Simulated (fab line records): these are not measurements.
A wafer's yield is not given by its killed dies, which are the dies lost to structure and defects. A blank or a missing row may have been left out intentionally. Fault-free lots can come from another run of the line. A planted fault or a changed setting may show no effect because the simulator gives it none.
Which tool was responsible? ; flow gf180mcu ; 10 lots with 30 wafers sampled at 5 steps, on a route of 602 steps

## WHAT THE GAUGES SHOWED, per wafer
GF_STI_THK_MEAS_04. Usual: STI_CVD_03_THK typically reads 207.0 nm, with standard deviation 2.1.
lot;measured;on;STI_CVD_03_THK (nm);flag
L115;day 2 01:18;filmMetro-02;208.0 206.7 210.3;
L116;day 2 05:46;filmMetro-02;205.4 204.8 206.1;
L118;day 2 15:39;filmMetro-02;208.6 210.9 210.3;
L119;day 2 19:41;filmMetro-03;207.2 207.1 208.8;
L127;day 4 11:34;filmMetro-02;205.0 206.1 204.9;
L128;day 4 16:34;filmMetro-02;207.2 207.6 207.9;
L129;day 4 22:33;filmMetro-02;207.5 205.3 207.2;
L132;day 5 12:34;filmMetro-03;205.7 203.7 206.0;
L134;day 5 22:34;filmMetro-01;207.7 206.9 206.3;
L136;day 6 09:05;filmMetro-03;205.0 205.1 205.1;

GF_MVPSD_TW_MEAS_11. Usual: MVPSD_TW typically reads 551.9, with standard deviation 2.8.
lot;measured;on;MVPSD_TW;flag
L115;day 5 15:29;filmMetro-03;553.1 548.9 547.6;
L116;day 5 21:11;filmMetro-04;550.1 549.4 548.8;
L118;day 6 07:25;filmMetro-04;551.6 554.7 551.5;
L119;day 6 13:45;filmMetro-04;553.8 552.0 551.3;
L127;day 8 11:26;filmMetro-03;30.0 30.0 30.1 30.1 30.0 30.0;OFF
L128;day 8 18:19;filmMetro-04;30.0 29.8 30.1 30.1 30.0 29.9;OFF
L129;day 9 04:13;filmMetro-01;551.9 552.1 551.4;
L132;day 9 17:58;filmMetro-03;553.2 550.2 554.5;
L134;day 10 07:46;filmMetro-04;548.3 548.0 549.7;
L136;day 10 18:37;filmMetro-04;546.8 548.0 550.1;

## EACH LOT AND THE TOOL THAT RAN IT (in order: tool; ch and the chambers of the sampled wafers; start)
lot;GF_DNWELL_STRIP_08;GF_MVSD_STRIP_10;GF_MVPSD_STRIP_10
L115;plasmaAsher-01 ch 0,1, day 3 07:42;plasmaAsher-03 ch 0,1, day 5 00:41;plasmaAsher-03 ch 0,1, day 5 15:22
L116;plasmaAsher-04 ch 0,1, day 3 12:23;plasmaAsher-02 ch 0,1, day 5 06:38;plasmaAsher-01 ch 1, day 5 21:05
L118;plasmaAsher-01 ch 0,1, day 3 22:47;plasmaAsher-03 ch 0,1, day 5 16:17;plasmaAsher-01 ch 0,1, day 6 07:19
L119;plasmaAsher-03 ch 0,1, day 4 03:25;plasmaAsher-01 ch 0,1, day 5 22:34;plasmaAsher-01 ch 0,1, day 6 13:40
L127;plasmaAsher-01 ch 1, day 5 20:26;plasmaAsher-02 ch 0,1, day 7 18:22;plasmaAsher-03 ch 0,1, day 8 11:20
L128;plasmaAsher-03 ch 0,1, day 6 02:29;plasmaAsher-03 ch 0,1, day 8 01:13;plasmaAsher-01 ch 0,1, day 8 18:13
L129;plasmaAsher-03 ch 0,1, day 6 08:08;plasmaAsher-02 ch 0,1, day 8 08:55;plasmaAsher-03 ch 0,1, day 9 04:07
L132;plasmaAsher-03 ch 0,1, day 6 23:41;plasmaAsher-02 ch 0,1, day 9 00:22;plasmaAsher-01 ch 0,1, day 9 17:52
L134;plasmaAsher-03 ch 0,1, day 7 10:44;plasmaAsher-02 ch 0,1, day 9 13:32;plasmaAsher-01 ch 0,1, day 10 07:40
L136;plasmaAsher-03 ch 0,1, day 7 20:53;plasmaAsher-02 ch 0,1, day 9 23:52;plasmaAsher-01 ch 0,1, day 10 18:31
- GF_DNWELL_STRIP_08: strips in O2/N2.
- GF_MVSD_STRIP_10: strips in O2/N2.
- GF_MVPSD_STRIP_10: strips in O2/N2.

## WHAT THE TOOLS THEMSELVES READ (means of the sampled wafers that have a number; where no wafer has one, the mark that the record gives instead)
GF_DNWELL_STRIP_08. Usual: chamberPressureMTorr 1500.0 mTorr, standard deviation 1.3; drypumpMotorCurrentA 5.9 A, standard deviation 0.61; heaterPowerW 325 W, standard deviation 26; oesProductAu 0.722 a.u., standard deviation 0.0049; stripTimeToEndpointS 36.96 s, standard deviation 0.089.
lot;tool;chamberPressureMTorr (mTorr);drypumpMotorCurrentA (A);heaterPowerW (W);oesProductAu (a.u.);stripTimeToEndpointS (s);flag
L115;plasmaAsher-01;1498.9;6.1;304;0.722;36.97;
L116;plasmaAsher-04;1500.5;5.8;359;0.724;36.97;
L118;plasmaAsher-01;1499.5;6.1;322;0.717;37.00;
L119;plasmaAsher-03;1500.3;6.2;324;0.723;36.83;
L127;plasmaAsher-01;1501.1;6.2;329;0.718;36.91;
L128;plasmaAsher-03;1500.1;5.5;318;0.723;36.88;
L129;plasmaAsher-03;1500.8;6.2;325;0.727;36.95;
L132;plasmaAsher-03;1500.8;5.5;317;0.720;36.92;
L134;plasmaAsher-03;1501.2;5.6;319;0.722;37.02;
L136;plasmaAsher-03;1501.6;5.6;313;0.722;36.89;

GF_MVSD_STRIP_10. Usual: chamberPressureMTorr 1500.2 mTorr, standard deviation 1.4; drypumpMotorCurrentA 5.5 A, standard deviation 0.61; heaterPowerW 305 W, standard deviation 16; oesProductAu 0.722 a.u., standard deviation 0.0049; stripTimeToEndpointS 37.03 s, standard deviation 0.098.
lot;tool;chamberPressureMTorr (mTorr);drypumpMotorCurrentA (A);heaterPowerW (W);oesProductAu (a.u.);stripTimeToEndpointS (s);flag
L115;plasmaAsher-03;1500.7;6.2;329;0.725;36.90;
L116;plasmaAsher-02;1501.4;5.2;297;0.726;37.02;
L118;plasmaAsher-03;1499.0;5.6;315;0.721;36.90;
L119;plasmaAsher-01;1502.2;6.1;316;0.723;37.21;
L127;plasmaAsher-02;-;-;-;-;-;OFF
L128;plasmaAsher-03;-;-;-;-;-;OFF
L129;plasmaAsher-02;1500.5;5.2;294;0.724;37.09;
L132;plasmaAsher-02;1500.9;5.2;298;0.725;36.98;
L134;plasmaAsher-02;1500.5;5.2;295;0.725;36.92;
L136;plasmaAsher-02;1500.1;5.2;293;0.724;37.02;

GF_MVPSD_STRIP_10. Usual: chamberPressureMTorr 1500.0 mTorr, standard deviation 1.3; drypumpMotorCurrentA 6.0 A, standard deviation 0.61; heaterPowerW 320 W, standard deviation 23; oesProductAu 0.722 a.u., standard deviation 0.0042; stripTimeToEndpointS 37.01 s, standard deviation 0.088.
lot;tool;chamberPressureMTorr (mTorr);drypumpMotorCurrentA (A);heaterPowerW (W);oesProductAu (a.u.);stripTimeToEndpointS (s);flag
L115;plasmaAsher-03;1501.1;6.2;325;0.721;37.03;
L116;plasmaAsher-01;1499.8;6.2;331;0.721;36.91;
L118;plasmaAsher-01;1499.7;6.1;303;0.723;37.04;
L119;plasmaAsher-01;1499.9;6.2;320;0.725;37.16;
L127;plasmaAsher-03;1500.7;5.6;323;0.737;81.34;OFF
L128;plasmaAsher-01;1500.6;6.1;306;0.739;81.35;OFF
L129;plasmaAsher-03;1500.6;6.2;331;0.726;37.11;
L132;plasmaAsher-01;1499.0;6.1;307;0.724;37.09;
L134;plasmaAsher-01;1500.5;6.1;324;0.724;37.04;
L136;plasmaAsher-01;1499.9;6.1;306;0.719;36.92;

## THE ANSWER, worked out from the rows above alone
Rule: a lot counts as off when the mean over its wafers that have a number is more than 3 standard deviations away from the usual mean. Also off: a lot with no number at a reading for which 4 or more lots have one. Any other lot the step has rows for is counted as sound. First the gauges in route order, then the tools' own readings, where a lot's mean is used as printed above. The first step at which some lot is off is used, and at that step the reading that is off furthest; a lot without a number counts as furthest.
Off: L127, L128, at GF_MVPSD_TW_MEAS_11 (MVPSD_TW).
If a tool, at a process step before that reading, ran all the lots that are off and no sound lot after the first of them, it fits. The gauges at GF_MVPSD_TW_MEAS_11 aren't tried: what is off there is off at GF_MVSD_STRIP_10 too, on other tools, and a gauge's error can't cause that. Not one of the candidates tried fits.

## WHAT HAD BEEN PUT IN BY THE SIMULATOR
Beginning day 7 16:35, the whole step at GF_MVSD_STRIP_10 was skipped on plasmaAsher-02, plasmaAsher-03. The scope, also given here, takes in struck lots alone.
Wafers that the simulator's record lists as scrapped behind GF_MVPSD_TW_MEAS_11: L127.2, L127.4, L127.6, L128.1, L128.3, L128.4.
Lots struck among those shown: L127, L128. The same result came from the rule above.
